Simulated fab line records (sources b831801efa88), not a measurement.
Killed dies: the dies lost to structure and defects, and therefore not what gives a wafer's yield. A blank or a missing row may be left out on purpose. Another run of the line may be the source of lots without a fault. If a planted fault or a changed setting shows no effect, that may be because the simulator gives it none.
A sampling plan put to the test / flow gf180mcu / each of the 54 faults these records tell of, on one fab line, judged from the records of the lots it struck
The line's own looks make up the plan; these are the steps of the route where a gauge or inspection reads the wafer and leaves it unchanged. A look is open to judgement when struck wafers have a number at it and the file gives its usual mean and standard deviation on fault-free wafers. Caught: the struck wafers' mean, at a look after the fault's first step, is 4 or more of those standard deviations (sigma) away from the usual mean. On the tool: the fault's steps, tested the same way using the tool's own readings. Another recipe on the struck wafers, or a record that is blank for them alone, also counts as caught.

== THE FAULTS, as the simulator had put them in ==
1. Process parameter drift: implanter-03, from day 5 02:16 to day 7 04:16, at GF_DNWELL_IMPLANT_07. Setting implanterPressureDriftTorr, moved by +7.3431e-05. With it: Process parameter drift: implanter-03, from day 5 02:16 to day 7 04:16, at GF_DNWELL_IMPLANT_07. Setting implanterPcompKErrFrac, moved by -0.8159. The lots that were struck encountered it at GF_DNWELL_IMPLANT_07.
2. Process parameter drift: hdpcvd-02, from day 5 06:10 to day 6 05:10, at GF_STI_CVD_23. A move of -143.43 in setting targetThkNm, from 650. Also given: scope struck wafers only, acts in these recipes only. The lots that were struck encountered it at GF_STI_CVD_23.
3. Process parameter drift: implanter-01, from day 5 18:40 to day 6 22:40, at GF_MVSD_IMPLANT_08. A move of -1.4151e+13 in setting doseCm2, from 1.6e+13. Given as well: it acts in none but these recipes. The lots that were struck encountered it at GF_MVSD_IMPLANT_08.
4. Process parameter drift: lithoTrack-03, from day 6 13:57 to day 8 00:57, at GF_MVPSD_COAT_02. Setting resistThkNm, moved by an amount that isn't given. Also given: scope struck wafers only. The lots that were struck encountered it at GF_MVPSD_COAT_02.
5. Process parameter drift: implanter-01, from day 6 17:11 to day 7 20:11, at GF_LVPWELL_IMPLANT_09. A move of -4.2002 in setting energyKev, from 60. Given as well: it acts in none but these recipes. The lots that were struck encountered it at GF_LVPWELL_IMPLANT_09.
6. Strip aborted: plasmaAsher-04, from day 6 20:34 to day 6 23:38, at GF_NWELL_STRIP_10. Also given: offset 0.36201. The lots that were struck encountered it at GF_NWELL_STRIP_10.
7. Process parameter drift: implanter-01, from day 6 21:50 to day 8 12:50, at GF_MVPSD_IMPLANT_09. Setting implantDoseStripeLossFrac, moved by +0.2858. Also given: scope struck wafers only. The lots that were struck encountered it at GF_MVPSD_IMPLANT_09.
8. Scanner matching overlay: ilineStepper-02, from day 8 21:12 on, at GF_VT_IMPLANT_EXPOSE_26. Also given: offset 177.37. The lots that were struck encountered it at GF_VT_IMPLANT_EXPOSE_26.
9. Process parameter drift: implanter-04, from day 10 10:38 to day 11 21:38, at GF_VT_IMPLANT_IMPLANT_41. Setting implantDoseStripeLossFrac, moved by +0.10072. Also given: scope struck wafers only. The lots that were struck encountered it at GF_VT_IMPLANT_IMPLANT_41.
10. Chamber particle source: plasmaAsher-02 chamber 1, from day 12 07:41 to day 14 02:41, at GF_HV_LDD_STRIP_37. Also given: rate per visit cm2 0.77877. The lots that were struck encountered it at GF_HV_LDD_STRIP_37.
11. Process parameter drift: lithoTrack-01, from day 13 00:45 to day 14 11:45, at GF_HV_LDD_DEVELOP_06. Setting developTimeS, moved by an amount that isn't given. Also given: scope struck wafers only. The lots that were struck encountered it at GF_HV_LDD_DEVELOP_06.
12. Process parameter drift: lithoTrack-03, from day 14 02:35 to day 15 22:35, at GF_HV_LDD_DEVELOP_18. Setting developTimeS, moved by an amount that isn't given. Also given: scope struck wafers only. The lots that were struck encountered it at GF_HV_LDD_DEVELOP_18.
13. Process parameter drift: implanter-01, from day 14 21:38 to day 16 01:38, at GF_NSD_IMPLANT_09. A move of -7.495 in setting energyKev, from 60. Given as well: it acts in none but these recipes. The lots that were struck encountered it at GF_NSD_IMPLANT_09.
14. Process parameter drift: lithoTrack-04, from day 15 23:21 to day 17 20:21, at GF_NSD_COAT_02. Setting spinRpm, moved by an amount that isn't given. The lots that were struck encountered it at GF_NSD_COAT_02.
15. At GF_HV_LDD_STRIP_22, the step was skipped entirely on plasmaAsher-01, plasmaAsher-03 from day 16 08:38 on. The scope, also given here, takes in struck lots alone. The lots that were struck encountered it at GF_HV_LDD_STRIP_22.
16. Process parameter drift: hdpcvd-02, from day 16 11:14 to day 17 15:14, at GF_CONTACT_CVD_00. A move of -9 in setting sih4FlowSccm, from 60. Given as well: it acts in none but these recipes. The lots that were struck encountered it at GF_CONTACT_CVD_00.
17. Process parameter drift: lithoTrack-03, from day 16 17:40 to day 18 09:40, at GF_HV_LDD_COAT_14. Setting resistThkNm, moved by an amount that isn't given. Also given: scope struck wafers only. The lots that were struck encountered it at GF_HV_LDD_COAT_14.
18. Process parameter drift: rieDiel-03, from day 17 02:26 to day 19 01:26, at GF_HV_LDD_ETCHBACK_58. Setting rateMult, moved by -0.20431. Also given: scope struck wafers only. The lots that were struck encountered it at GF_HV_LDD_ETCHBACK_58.
19. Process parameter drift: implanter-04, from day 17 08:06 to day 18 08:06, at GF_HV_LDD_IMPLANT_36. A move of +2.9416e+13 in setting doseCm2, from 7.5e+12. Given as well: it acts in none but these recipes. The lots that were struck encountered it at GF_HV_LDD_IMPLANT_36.
20. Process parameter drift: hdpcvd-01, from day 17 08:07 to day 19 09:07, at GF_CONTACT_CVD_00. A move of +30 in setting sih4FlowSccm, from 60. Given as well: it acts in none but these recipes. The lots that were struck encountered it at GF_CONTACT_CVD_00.
21. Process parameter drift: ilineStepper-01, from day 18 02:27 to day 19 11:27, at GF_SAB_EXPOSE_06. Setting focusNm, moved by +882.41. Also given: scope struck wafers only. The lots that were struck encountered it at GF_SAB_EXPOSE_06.
22. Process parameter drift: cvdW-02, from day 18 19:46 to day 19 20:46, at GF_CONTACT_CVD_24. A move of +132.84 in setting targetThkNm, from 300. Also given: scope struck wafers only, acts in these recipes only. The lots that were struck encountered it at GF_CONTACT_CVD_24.
23. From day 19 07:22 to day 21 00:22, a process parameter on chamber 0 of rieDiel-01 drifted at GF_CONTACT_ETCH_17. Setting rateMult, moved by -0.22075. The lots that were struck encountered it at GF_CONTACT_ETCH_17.
24. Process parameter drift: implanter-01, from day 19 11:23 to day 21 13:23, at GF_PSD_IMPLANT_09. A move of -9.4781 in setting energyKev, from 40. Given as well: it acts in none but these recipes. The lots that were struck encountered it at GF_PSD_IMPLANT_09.
25. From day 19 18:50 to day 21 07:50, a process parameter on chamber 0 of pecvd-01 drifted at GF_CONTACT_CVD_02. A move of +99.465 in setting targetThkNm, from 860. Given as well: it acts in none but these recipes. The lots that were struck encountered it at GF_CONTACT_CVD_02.
26. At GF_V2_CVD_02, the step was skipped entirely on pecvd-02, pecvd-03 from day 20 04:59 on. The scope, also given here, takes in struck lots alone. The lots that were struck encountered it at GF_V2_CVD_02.
27. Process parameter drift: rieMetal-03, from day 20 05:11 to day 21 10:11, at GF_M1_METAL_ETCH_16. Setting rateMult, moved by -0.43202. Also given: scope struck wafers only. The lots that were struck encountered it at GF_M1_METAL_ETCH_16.
28. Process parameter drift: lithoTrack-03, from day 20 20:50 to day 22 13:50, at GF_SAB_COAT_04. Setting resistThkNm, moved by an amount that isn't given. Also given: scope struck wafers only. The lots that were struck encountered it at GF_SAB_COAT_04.
29. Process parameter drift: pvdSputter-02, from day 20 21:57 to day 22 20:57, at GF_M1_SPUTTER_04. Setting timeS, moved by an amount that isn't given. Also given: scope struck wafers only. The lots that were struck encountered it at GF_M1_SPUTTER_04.
30. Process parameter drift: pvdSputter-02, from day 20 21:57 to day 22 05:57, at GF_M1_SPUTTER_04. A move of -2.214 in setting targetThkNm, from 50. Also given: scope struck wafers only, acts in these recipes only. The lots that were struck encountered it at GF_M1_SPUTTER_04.
31. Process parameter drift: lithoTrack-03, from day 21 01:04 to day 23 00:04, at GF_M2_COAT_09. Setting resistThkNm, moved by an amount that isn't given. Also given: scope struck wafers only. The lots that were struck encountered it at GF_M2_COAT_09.
32. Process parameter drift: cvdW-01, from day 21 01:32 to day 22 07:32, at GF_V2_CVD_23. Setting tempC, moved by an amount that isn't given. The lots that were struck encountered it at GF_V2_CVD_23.
33. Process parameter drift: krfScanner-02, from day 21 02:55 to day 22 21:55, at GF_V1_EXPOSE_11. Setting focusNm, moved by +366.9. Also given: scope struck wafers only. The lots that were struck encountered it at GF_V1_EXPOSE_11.
34. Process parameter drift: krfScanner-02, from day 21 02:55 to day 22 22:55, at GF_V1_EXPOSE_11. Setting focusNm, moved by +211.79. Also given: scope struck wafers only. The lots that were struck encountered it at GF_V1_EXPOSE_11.
35. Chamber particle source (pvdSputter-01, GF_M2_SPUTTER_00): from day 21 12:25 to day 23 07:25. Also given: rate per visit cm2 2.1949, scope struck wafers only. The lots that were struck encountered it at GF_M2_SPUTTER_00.
36. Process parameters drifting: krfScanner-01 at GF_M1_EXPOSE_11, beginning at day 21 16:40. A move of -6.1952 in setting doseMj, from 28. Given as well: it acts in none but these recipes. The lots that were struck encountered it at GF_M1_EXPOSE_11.
37. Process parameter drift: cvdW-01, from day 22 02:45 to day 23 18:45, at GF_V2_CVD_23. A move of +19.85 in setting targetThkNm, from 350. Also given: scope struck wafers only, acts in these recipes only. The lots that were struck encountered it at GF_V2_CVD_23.
38. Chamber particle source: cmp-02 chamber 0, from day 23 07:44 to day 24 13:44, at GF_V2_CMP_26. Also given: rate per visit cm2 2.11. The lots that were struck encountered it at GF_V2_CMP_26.
39. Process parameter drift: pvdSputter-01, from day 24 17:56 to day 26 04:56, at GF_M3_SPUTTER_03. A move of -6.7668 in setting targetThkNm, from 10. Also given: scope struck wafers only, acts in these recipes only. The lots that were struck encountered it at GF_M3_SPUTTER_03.
40. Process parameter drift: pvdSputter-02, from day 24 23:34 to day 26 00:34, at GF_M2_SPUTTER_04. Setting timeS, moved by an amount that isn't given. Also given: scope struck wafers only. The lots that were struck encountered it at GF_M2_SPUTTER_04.
41. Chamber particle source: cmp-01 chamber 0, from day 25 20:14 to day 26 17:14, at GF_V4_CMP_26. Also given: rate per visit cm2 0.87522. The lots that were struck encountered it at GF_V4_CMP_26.
42. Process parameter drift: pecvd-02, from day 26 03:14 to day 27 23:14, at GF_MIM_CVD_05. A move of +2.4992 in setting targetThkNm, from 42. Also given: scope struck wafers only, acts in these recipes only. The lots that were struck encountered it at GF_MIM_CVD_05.
43. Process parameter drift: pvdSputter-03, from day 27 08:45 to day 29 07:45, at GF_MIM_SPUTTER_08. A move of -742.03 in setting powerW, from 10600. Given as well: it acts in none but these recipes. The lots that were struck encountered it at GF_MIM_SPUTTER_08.
44. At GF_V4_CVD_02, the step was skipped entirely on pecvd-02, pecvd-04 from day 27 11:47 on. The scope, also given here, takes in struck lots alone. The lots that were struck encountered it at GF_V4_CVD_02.
45. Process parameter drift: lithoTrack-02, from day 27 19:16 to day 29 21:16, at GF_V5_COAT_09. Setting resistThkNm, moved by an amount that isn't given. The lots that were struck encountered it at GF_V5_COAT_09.
46. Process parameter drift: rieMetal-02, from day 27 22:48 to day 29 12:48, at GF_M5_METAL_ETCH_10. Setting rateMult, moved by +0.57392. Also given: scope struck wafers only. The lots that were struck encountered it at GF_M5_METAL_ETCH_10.
47. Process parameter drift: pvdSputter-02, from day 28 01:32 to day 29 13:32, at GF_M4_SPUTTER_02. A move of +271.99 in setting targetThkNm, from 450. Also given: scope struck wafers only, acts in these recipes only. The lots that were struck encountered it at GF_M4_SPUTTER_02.
48. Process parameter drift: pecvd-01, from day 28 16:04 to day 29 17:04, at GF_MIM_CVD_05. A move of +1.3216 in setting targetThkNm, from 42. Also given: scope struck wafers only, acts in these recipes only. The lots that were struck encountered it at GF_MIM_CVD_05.
49. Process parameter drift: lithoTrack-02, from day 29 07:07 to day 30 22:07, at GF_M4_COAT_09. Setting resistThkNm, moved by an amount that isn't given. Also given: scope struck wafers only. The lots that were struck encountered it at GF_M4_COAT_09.
50. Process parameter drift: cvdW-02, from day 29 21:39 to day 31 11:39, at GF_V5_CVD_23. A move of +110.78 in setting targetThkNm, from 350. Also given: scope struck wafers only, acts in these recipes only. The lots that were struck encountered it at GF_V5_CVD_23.
51. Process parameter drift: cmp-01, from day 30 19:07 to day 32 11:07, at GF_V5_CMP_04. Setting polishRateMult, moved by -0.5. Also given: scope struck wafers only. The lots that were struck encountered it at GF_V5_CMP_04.
52. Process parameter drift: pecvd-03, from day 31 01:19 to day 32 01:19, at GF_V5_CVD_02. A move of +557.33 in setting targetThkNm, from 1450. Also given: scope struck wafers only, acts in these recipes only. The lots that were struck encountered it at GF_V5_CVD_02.
53. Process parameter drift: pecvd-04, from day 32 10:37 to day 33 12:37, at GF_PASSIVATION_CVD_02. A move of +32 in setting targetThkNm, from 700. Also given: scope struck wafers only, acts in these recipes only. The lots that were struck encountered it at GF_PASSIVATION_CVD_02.
54. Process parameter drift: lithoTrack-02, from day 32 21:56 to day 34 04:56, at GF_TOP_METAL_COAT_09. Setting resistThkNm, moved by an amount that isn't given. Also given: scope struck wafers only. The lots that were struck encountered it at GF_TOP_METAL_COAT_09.

== WHAT THE PLAN SAW ==
fault=1; on the tool itself=endStationPressureTorr +99 or beyond sigma; first look that catches it=no look after it can be judged; reading, sigma=-; median hours from its first step to that look=-; hours from the fault's start to the first struck lot there=-; judged looks passed uncaught=0
fault=2; on the tool itself=no reading that can be judged; first look that catches it=GF_STI_THK_MEAS_24; reading, sigma=STI_CVD_23_THK -25; median hours from its first step to that look=0.1; hours from the fault's start to the first struck lot there=3; judged looks passed uncaught=0
fault=3; on the tool itself=doseIonsCm2 -99 or beyond sigma; first look that catches it=GF_MVSD_TW_MEAS_11; reading, sigma=MVSD_TW -61; median hours from its first step to that look=0.4; hours from the fault's start to the first struck lot there=4; judged looks passed uncaught=0
fault=4; on the tool itself=under 2 sigma; first look that catches it=not the one look that can be judged after it; reading, sigma=-; median hours from its first step to that look=-; hours from the fault's start to the first struck lot there=-; judged looks passed uncaught=1
fault=5; on the tool itself=beamEnergyKeV -99 or beyond sigma; first look that catches it=no look after it can be judged; reading, sigma=-; median hours from its first step to that look=-; hours from the fault's start to the first struck lot there=-; judged looks passed uncaught=0
fault=6; on the tool itself=oesProductAu +55 sigma; first look that catches it=none of the 2 looks that can be judged after it; reading, sigma=-; median hours from its first step to that look=-; hours from the fault's start to the first struck lot there=-; judged looks passed uncaught=2
fault=7; on the tool itself=under 2 sigma; first look that catches it=GF_VT_IMPLANT_RS_MEAS_49; reading, sigma=MVPSD_RS +8.5; median hours from its first step to that look=69.8; hours from the fault's start to the first struck lot there=77; judged looks passed uncaught=0
fault=8; on the tool itself=no reading that can be judged; first look that catches it=GF_VT_IMPLANT_OVL_MEAS_29; reading, sigma=VT_IMPLANT_02_OVL +99 or beyond; median hours from its first step to that look=8.6; hours from the fault's start to the first struck lot there=18; judged looks passed uncaught=0
fault=9; on the tool itself=under 2 sigma; first look that catches it=none of the 8 looks that can be judged after it; reading, sigma=-; median hours from its first step to that look=-; hours from the fault's start to the first struck lot there=-; judged looks passed uncaught=8
fault=10; on the tool itself=under 2 sigma; first look that catches it=none of the 2 looks that can be judged after it; reading, sigma=-; median hours from its first step to that look=-; hours from the fault's start to the first struck lot there=-; judged looks passed uncaught=2
fault=11; on the tool itself=under 2 sigma; first look that catches it=not the one look that can be judged after it; reading, sigma=-; median hours from its first step to that look=-; hours from the fault's start to the first struck lot there=-; judged looks passed uncaught=1
fault=12; on the tool itself=no reading that can be judged; first look that catches it=GF_HV_LDD_TW_MEAS_23; reading, sigma=HV_LDD_2_TW -99 or beyond; median hours from its first step to that look=0.6; hours from the fault's start to the first struck lot there=1; judged looks passed uncaught=0
fault=13; on the tool itself=beamEnergyKeV -99 or beyond sigma; first look that catches it=GF_PSD_RS_MEAS_14; reading, sigma=NSD_RS +23; median hours from its first step to that look=22.3; hours from the fault's start to the first struck lot there=28; judged looks passed uncaught=0
fault=14; on the tool itself=spinSpeedRpm -99 or beyond sigma; first look that catches it=not the one look that can be judged after it; reading, sigma=strongest: cdNm at GF_NSD_CD_MEAS_07, -3.0; median hours from its first step to that look=-; hours from the fault's start to the first struck lot there=-; judged looks passed uncaught=1
fault=15; on the tool itself=the tool's record is blank for the struck wafers; first look that catches it=GF_HV_LDD_TW_MEAS_38; reading, sigma=HV_LDD_3_TW -99 or beyond; median hours from its first step to that look=23.4; hours from the fault's start to the first struck lot there=29; judged looks passed uncaught=0
fault=16; on the tool itself=sih4FlowSccm -53 sigma; first look that catches it=GF_CONTACT_THK_MEAS_01; reading, sigma=CONTACT_CVD_00_THK -15; median hours from its first step to that look=0.1; hours from the fault's start to the first struck lot there=15; judged looks passed uncaught=0
fault=17; on the tool itself=no reading that can be judged; first look that catches it=GF_HV_LDD_CD_MEAS_19; reading, sigma=cdNm +7.8; median hours from its first step to that look=12.2; hours from the fault's start to the first struck lot there=23; judged looks passed uncaught=0
fault=18; on the tool itself=under 2 sigma; first look that catches it=none of the 2 looks that can be judged after it; reading, sigma=-; median hours from its first step to that look=-; hours from the fault's start to the first struck lot there=-; judged looks passed uncaught=2
fault=19; on the tool itself=doseIonsCm2 +99 or beyond sigma; first look that catches it=GF_HV_LDD_TW_MEAS_38; reading, sigma=HV_LDD_3_TW +33; median hours from its first step to that look=0.2; hours from the fault's start to the first struck lot there=6; judged looks passed uncaught=0
fault=20; on the tool itself=sih4FlowSccm +99 or beyond sigma; first look that catches it=GF_CONTACT_THK_MEAS_01; reading, sigma=CONTACT_CVD_00_THK +51; median hours from its first step to that look=0.1; hours from the fault's start to the first struck lot there=20; judged looks passed uncaught=0
fault=21; on the tool itself=no reading that can be judged; first look that catches it=GF_SAB_CD_MEAS_09; reading, sigma=cdNm -49; median hours from its first step to that look=12.2; hours from the fault's start to the first struck lot there=23; judged looks passed uncaught=0
fault=22; on the tool itself=under 2 sigma; first look that catches it=GF_CONTACT_RS_MEAS_25; reading, sigma=CONTACT_W_RS -34; median hours from its first step to that look=0.1; hours from the fault's start to the first struck lot there=9; judged looks passed uncaught=0
fault=23; on the tool itself=under 2 sigma; first look that catches it=not the one look that can be judged after it; reading, sigma=-; median hours from its first step to that look=-; hours from the fault's start to the first struck lot there=-; judged looks passed uncaught=1
fault=24; on the tool itself=beamEnergyKeV -99 or beyond sigma; first look that catches it=GF_PSD_TW_MEAS_11; reading, sigma=PSD_TW -7.4; median hours from its first step to that look=0.2; hours from the fault's start to the first struck lot there=2; judged looks passed uncaught=0
fault=25; on the tool itself=under 2 sigma; first look that catches it=GF_CONTACT_THK_MEAS_03; reading, sigma=CONTACT_CVD_02_THK +9.3; median hours from its first step to that look=0.1; hours from the fault's start to the first struck lot there=16; judged looks passed uncaught=0
fault=26; on the tool itself=the tool's record is blank for the struck wafers; first look that catches it=not the one look that can be judged after it; reading, sigma=-; median hours from its first step to that look=-; hours from the fault's start to the first struck lot there=-; judged looks passed uncaught=1
fault=27; on the tool itself=oesProductAu -36 sigma; first look that catches it=none of the 2 looks that can be judged after it; reading, sigma=-; median hours from its first step to that look=-; hours from the fault's start to the first struck lot there=-; judged looks passed uncaught=2
fault=28; on the tool itself=under 2 sigma; first look that catches it=not the one look that can be judged after it; reading, sigma=-; median hours from its first step to that look=-; hours from the fault's start to the first struck lot there=-; judged looks passed uncaught=1
fault=29; on the tool itself=under 2 sigma; first look that catches it=none of the 2 looks that can be judged after it; reading, sigma=strongest: M1_ALCU_THK at GF_M1_THK_MEAS_06, -3.4; median hours from its first step to that look=-; hours from the fault's start to the first struck lot there=-; judged looks passed uncaught=2
fault=30; on the tool itself=under 2 sigma; first look that catches it=none of the 7 looks that can be judged after it; reading, sigma=-; median hours from its first step to that look=-; hours from the fault's start to the first struck lot there=-; judged looks passed uncaught=7
fault=31; on the tool itself=no reading that can be judged; first look that catches it=GF_M2_CD_MEAS_14; reading, sigma=cdNm +7.5; median hours from its first step to that look=11.5; hours from the fault's start to the first struck lot there=32; judged looks passed uncaught=0
fault=32; on the tool itself=susceptorTempC -27 sigma; first look that catches it=GF_V2_RS_MEAS_24; reading, sigma=V2_W_RS +11; median hours from its first step to that look=0.1; hours from the fault's start to the first struck lot there=2; judged looks passed uncaught=0
fault=33; on the tool itself=under 2 sigma; first look that catches it=GF_V1_CD_MEAS_14; reading, sigma=cdNm +5.9; median hours from its first step to that look=11.7; hours from the fault's start to the first struck lot there=27; judged looks passed uncaught=0
fault=34; on the tool itself=under 2 sigma; first look that catches it=none of the 2 looks that can be judged after it; reading, sigma=-; median hours from its first step to that look=-; hours from the fault's start to the first struck lot there=-; judged looks passed uncaught=2
fault=35; on the tool itself=under 2 sigma; first look that catches it=none of the 2 looks that can be judged after it; reading, sigma=-; median hours from its first step to that look=-; hours from the fault's start to the first struck lot there=-; judged looks passed uncaught=2
fault=36; on the tool itself=exposureDoseMJCm2 -99 or beyond sigma; first look that catches it=GF_M1_CD_MEAS_14; reading, sigma=cdNm +25; median hours from its first step to that look=11.2; hours from the fault's start to the first struck lot there=34; judged looks passed uncaught=0
fault=37; on the tool itself=under 2 sigma; first look that catches it=GF_V2_RS_MEAS_24; reading, sigma=V2_W_RS -5.0; median hours from its first step to that look=0.1; hours from the fault's start to the first struck lot there=7; judged looks passed uncaught=0
fault=38; on the tool itself=under 2 sigma; first look that catches it=no look after it can be judged; reading, sigma=-; median hours from its first step to that look=-; hours from the fault's start to the first struck lot there=-; judged looks passed uncaught=0
fault=39; on the tool itself=under 2 sigma; first look that catches it=no look after it can be judged; reading, sigma=-; median hours from its first step to that look=-; hours from the fault's start to the first struck lot there=-; judged looks passed uncaught=0
fault=40; on the tool itself=under 2 sigma; first look that catches it=no look after it can be judged; reading, sigma=-; median hours from its first step to that look=-; hours from the fault's start to the first struck lot there=-; judged looks passed uncaught=0
fault=41; on the tool itself=under 2 sigma; first look that catches it=not the one look that can be judged after it; reading, sigma=-; median hours from its first step to that look=-; hours from the fault's start to the first struck lot there=-; judged looks passed uncaught=1
fault=42; on the tool itself=under 2 sigma; first look that catches it=GF_MIM_THK_MEAS_06; reading, sigma=MIM_CVD_05_THK +5.0; median hours from its first step to that look=0.0; hours from the fault's start to the first struck lot there=7; judged looks passed uncaught=0
fault=43; on the tool itself=cathodeDcPowerW -99 or beyond sigma; first look that catches it=GF_MIM_RS_MEAS_10; reading, sigma=MIM_ALCU_RS +8.9; median hours from its first step to that look=0.1; hours from the fault's start to the first struck lot there=6; judged looks passed uncaught=0
fault=44; on the tool itself=the tool's record is blank for the struck wafers; first look that catches it=not the one look that can be judged after it; reading, sigma=-; median hours from its first step to that look=-; hours from the fault's start to the first struck lot there=-; judged looks passed uncaught=1
fault=45; on the tool itself=under 2 sigma; first look that catches it=none of the 2 looks that can be judged after it; reading, sigma=strongest: cdNm at GF_V5_CD_MEAS_14, -3.6; median hours from its first step to that look=-; hours from the fault's start to the first struck lot there=-; judged looks passed uncaught=2
fault=46; on the tool itself=under 2 sigma; first look that catches it=no look after it can be judged; reading, sigma=-; median hours from its first step to that look=-; hours from the fault's start to the first struck lot there=-; judged looks passed uncaught=0
fault=47; on the tool itself=under 2 sigma; first look that catches it=GF_M4_RS_MEAS_05; reading, sigma=M4_ALCU_RS -39; median hours from its first step to that look=0.1; hours from the fault's start to the first struck lot there=3; judged looks passed uncaught=0
fault=48; on the tool itself=under 2 sigma; first look that catches it=GF_MIM_THK_MEAS_06; reading, sigma=MIM_CVD_05_THK +4.0; median hours from its first step to that look=0.0; hours from the fault's start to the first struck lot there=1; judged looks passed uncaught=0
fault=49; on the tool itself=no reading that can be judged; first look that catches it=no look after it can be judged; reading, sigma=-; median hours from its first step to that look=-; hours from the fault's start to the first struck lot there=-; judged looks passed uncaught=0
fault=50; on the tool itself=under 2 sigma; first look that catches it=GF_V5_RS_MEAS_24; reading, sigma=V5_W_RS -24; median hours from its first step to that look=0.1; hours from the fault's start to the first struck lot there=6; judged looks passed uncaught=0
fault=51; on the tool itself=under 2 sigma; first look that catches it=no look after it can be judged; reading, sigma=-; median hours from its first step to that look=-; hours from the fault's start to the first struck lot there=-; judged looks passed uncaught=0
fault=52; on the tool itself=under 2 sigma; first look that catches it=GF_V5_THK_MEAS_03; reading, sigma=V5_CVD_02_THK +28; median hours from its first step to that look=0.1; hours from the fault's start to the first struck lot there=5; judged looks passed uncaught=0
fault=53; on the tool itself=under 2 sigma; first look that catches it=GF_PASSIVATION_THK_MEAS_03; reading, sigma=PASSIVATION_CVD_02_THK +4.9; median hours from its first step to that look=0.3; hours from the fault's start to the first struck lot there=12; judged looks passed uncaught=0
fault=54; on the tool itself=no reading that can be judged; first look that catches it=no look after it can be judged; reading, sigma=-; median hours from its first step to that look=-; hours from the fault's start to the first struck lot there=-; judged looks passed uncaught=0
Dash: fault not caught, or number not given in these records.

Caught at a look: 27 of 54. Caught on the tool: 17 of 54. By one or the other: 34 of 54.
Caught on the tool alone: faults 1, 5, 6, 14, 26, 27, 44.
Caught at a look alone: faults 2, 7, 8, 12, 17, 21, 22, 25, 31, 33, 37, 42, 47, 48, 50, 52, 53.
Caught by neither: faults 4, 9, 10, 11, 18, 23, 28, 29, 30, 34, 35, 38, 39, 40, 41, 45, 46, 49, 51, 54.

== THINNER SAMPLING ==
If the look that catches a fault measured only every second or every third lot, by lot number, the first struck lot would be measured this late in the worst case:
fault=2; struck lots at that look, in order of time=L682, L684; every lot=3 h; every second lot=may miss all 2; every third lot=may miss all 2
fault=3; struck lots at that look, in order of time=L329, L330; every lot=4 h; every second lot=9 h; every third lot=may miss all 2
fault=7; struck lots at that look, in order of time=L728, L729, L730; every lot=77 h; every second lot=85 h; every third lot=89 h
fault=8; struck lots at that look, in order of time=L735, L738; every lot=18 h; every second lot=36 h; every third lot=may miss all 2
fault=12; struck lots at that look, in order of time=L723, L724; every lot=1 h; every second lot=15 h; every third lot=may miss all 2
fault=13; struck lots at that look, in order of time=L987, L988; every lot=28 h; every second lot=37 h; every third lot=may miss all 2
fault=15; struck lots at that look, in order of time=L935, L936; every lot=29 h; every second lot=33 h; every third lot=may miss all 2
fault=16; struck lots at that look, in order of time=L163, L164; every lot=15 h; every second lot=23 h; every third lot=may miss all 2
fault=17; struck lots at that look, in order of time=L166, L167; every lot=23 h; every second lot=30 h; every third lot=may miss all 2
fault=19; struck lots at that look, in order of time=L595, L596; every lot=6 h; every second lot=10 h; every third lot=may miss all 2
fault=20; struck lots at that look, in order of time=L163, L164, L166; every lot=20 h; every second lot=27 h; every third lot=may miss all 3
fault=21; struck lots at that look, in order of time=L201, L202, L203; every lot=23 h; every second lot=23 h; every third lot=39 h
fault=22; struck lots at that look, in order of time=L416, L417; every lot=9 h; every second lot=16 h; every third lot=may miss all 2
fault=24; struck lots at that look, in order of time=L554, L556, L559; every lot=2 h; every second lot=44 h; every third lot=may miss all 3
fault=25; struck lots at that look, in order of time=L768; every lot=16 h; every second lot=may miss it; every third lot=may miss it
fault=31; struck lots at that look, in order of time=L716, L719; every lot=32 h; every second lot=57 h; every third lot=may miss all 2
fault=32; struck lots at that look, in order of time=L579, L581; every lot=2 h; every second lot=may miss all 2; every third lot=may miss all 2
fault=33; struck lots at that look, in order of time=L464; every lot=27 h; every second lot=may miss it; every third lot=may miss it
fault=36; struck lots at that look, in order of time=L292, L293, L294; every lot=34 h; every second lot=40 h; every third lot=51 h
fault=37; struck lots at that look, in order of time=L102, L104; every lot=7 h; every second lot=may miss all 2; every third lot=may miss all 2
fault=42; struck lots at that look, in order of time=L914, L915; every lot=7 h; every second lot=13 h; every third lot=may miss all 2
fault=43; struck lots at that look, in order of time=L730, L732; every lot=6 h; every second lot=may miss all 2; every third lot=may miss all 2
fault=47; struck lots at that look, in order of time=L700, L703; every lot=3 h; every second lot=23 h; every third lot=may miss all 2
fault=48; struck lots at that look, in order of time=L952, L954; every lot=1 h; every second lot=may miss all 2; every third lot=may miss all 2
fault=50; struck lots at that look, in order of time=L416, L417; every lot=6 h; every second lot=17 h; every third lot=may miss all 2
fault=52; struck lots at that look, in order of time=L470, L471; every lot=5 h; every second lot=10 h; every third lot=may miss all 2
fault=53; struck lots at that look, in order of time=L477, L478; every lot=12 h; every second lot=15 h; every third lot=may miss all 2
Hours are from the fault's start to the first struck lot that is measured. Since the struck wafers were tested as one group against 4 sigma, a single lot by itself may lie under the limit. Other struck lots may not be in these records.

== THE LONGEST TIMED WAY FROM STEP TO LOOK ==
Fault 7: median gap of 69.8 hours between GF_MVPSD_IMPLANT_09 and GF_VT_IMPLANT_RS_MEAS_49. No look between them can be judged.
